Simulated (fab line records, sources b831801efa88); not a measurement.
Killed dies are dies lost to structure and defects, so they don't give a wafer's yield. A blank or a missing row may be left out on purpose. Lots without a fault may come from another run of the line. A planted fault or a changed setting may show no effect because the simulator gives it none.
Which tool did it? | flow sky130 | 6 lots, 18 wafers sampled, at 1 step of a route of 708

WHAT THE GAUGES READ, wafer by wafer
SKY_FIELD_ISO_THK_MEAS_04.
lot  | measured    | on            | FIELD_ISO_CVD_03_THK (nm)
L946 | day 2 23:31 | film_metro-04 | 166.3 167.4 165.9
L949 | day 3 12:36 | film_metro-02 | 164.8 166.0 165.0
L951 | day 3 21:49 | film_metro-02 | 164.2 164.0 164.2
L955 | day 4 19:30 | film_metro-01 | 164.2 165.1 165.7
L957 | day 5 03:27 | film_metro-01 | 165.6 167.5 166.6
L963 | day 6 09:57 | film_metro-04 | 165.6 166.3 165.7

WHICH TOOL RAN EACH LOT (tool, then ch and the chambers of the sampled wafers, then the start)
The record holds no process step before these readings.

THE ANSWER, worked out from the rows above alone
Rule: what is usual is taken from the lots themselves. Put in order of their means at a reading, lots are off if they are a third of the lots or fewer, leave a main group of 4 or more, and stand apart from it by a gap of 3 or more times the standard deviation of the main group's means; of several such gaps the widest counts. A main group whose means are all the same, to the digits that the tables above print for the reading, isn't used. A lot without any number at a reading at which 4 lots or more have one is off too. The other lots that the step has rows for count as sound.
No lot is off at any reading shown: from this, nothing can be told.

WHAT THE SIMULATOR HAD PUT IN
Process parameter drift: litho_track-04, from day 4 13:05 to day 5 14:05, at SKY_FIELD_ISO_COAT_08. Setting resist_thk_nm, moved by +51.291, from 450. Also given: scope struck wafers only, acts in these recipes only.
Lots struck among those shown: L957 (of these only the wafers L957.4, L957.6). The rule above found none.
